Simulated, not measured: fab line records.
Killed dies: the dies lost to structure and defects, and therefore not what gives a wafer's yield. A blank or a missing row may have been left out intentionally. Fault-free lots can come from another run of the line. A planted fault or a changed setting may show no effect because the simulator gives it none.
Matching of chambers | flow sky130 | cmp-01 running SKY_CONTACT_CMP_04: 4 sister chambers
The step polishes SiO2. 4 wafers are shown with their chamber, then 7 later ones without.

== WAFERS PAIRED WITH THEIR CHAMBERS ==
wafer  | chamber | motor-current-A (A)
L629.1 | 0       | 11.8
L629.6 | 2       | 11.4
L630.2 | 3       | 12.0
L630.3 | 1       | 11.7

== WAFERS MISSING THEIR CHAMBER ==
wafer  | motor-current-A (A)
L630.6 | 11.2
L633.2 | 10.7
L633.5 | 11.2
L633.6 | 12.4
L644.1 | 12.1
L644.2 | 11.5
L644.6 | 12.1

== THE CHAMBER EACH PASSED THROUGH ==
wafer  | from the rows above               | in truth
L630.6 | can't be placed: 2 or 1 or 0 or 3 | 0
L633.2 | can't be placed: 2 or 1 or 0 or 3 | 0
L633.5 | can't be placed: 2 or 1 or 0 or 3 | 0
L633.6 | can't be placed: 3 or 0 or 1 or 2 | 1
L644.1 | can't be placed: 3 or 0 or 1 or 2 | 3
L644.2 | can't be placed: 2 or 1 or 0 or 3 | 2
L644.6 | can't be placed: 3 or 0 or 1 or 2 | 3
Placed correctly: 0 of 7. Not placeable from these rows: 7 (in 7, the candidates include the true chamber). 0 placed wrongly.
How it was worked out, from the rows above alone: a wafer's distance from a chamber is the root of the sum, over the readings, of the square of ((its reading less the chamber's mean) divided by the reading's scatter). The wafer belongs to the nearest chamber; if the next one is less than 2 further off, it can't be placed. A chamber's mean is the mean of its shown wafers. The scatter: root of mean squared gap, hidden wafer to nearest shown wafer, with one shown wafer a chamber.
